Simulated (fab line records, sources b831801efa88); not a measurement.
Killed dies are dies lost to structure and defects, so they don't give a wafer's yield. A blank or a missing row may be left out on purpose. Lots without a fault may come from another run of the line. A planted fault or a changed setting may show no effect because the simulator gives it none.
Chamber matching | flow gf180mcu | GF_POLY_GATE_ETCH_13 on rie_si-01: 4 sister chambers
The step etches poly-Si in HBr/Cl2, stops on SiO2, target depth 198.5 nm, time 69.6 s. 7 wafers are shown with their chamber, then 7 later ones without.

WAFERS WITH THEIR CHAMBER
wafer  | chamber | oes_product_au (a.u.) | HBr_flow_sccm (sccm)
L178.3 | 0       | 0.996                 | 149.9
L178.4 | 2       | 0.997                 | 149.7
L178.6 | 3       | 0.994                 | 150.0
L182.2 | 2       | 1.002                 | 149.6
L182.5 | 1       | 1.014                 | 150.3
L183.4 | 1       | 1.004                 | 150.2
L183.5 | 0       | 0.996                 | 150.2

WAFERS WITHOUT THEIR CHAMBER
wafer  | oes_product_au (a.u.) | HBr_flow_sccm (sccm)
L183.6 | 0.998                 | 150.3
L184.4 | 0.987                 | 150.4
L184.5 | 0.987                 | 150.1
L184.6 | 0.992                 | 150.5
L189.2 | 1.005                 | 150.6
L189.3 | 1.005                 | 149.6
L189.5 | 1.007                 | 149.9

WHICH CHAMBER EACH WENT THROUGH
wafer  | from the rows above               | in truth
L183.6 | can't be placed: 0 or 3 or 1      | 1
L184.4 | can't be placed: 0 or 3 or 1      | 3
L184.5 | can't be placed: 3 or 0           | 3
L184.6 | can't be placed: 0 or 3 or 1      | 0
L189.2 | can't be placed: 1 or 0           | 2
L189.3 | 2                                 | 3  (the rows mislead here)
L189.5 | can't be placed: 2 or 1 or 0 or 3 | 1
Placed correctly: 0 of 7. Can't be placed from these rows: 6 (the true chamber is among the candidates in 5). Placed wrongly: 1.
How it was worked out, from the rows above alone: a wafer's distance from a chamber is the root of the sum, over the readings, of the square of ((its reading less the chamber's mean) divided by the reading's scatter). The wafer belongs to the nearest chamber; if the next one is less than 2 further off, it can't be placed. A chamber's mean is the mean of its shown wafers. The scatter: the root of (the sum of the squares of (reading less its chamber's mean) over the shown wafers, divided by (wafers less chambers)).
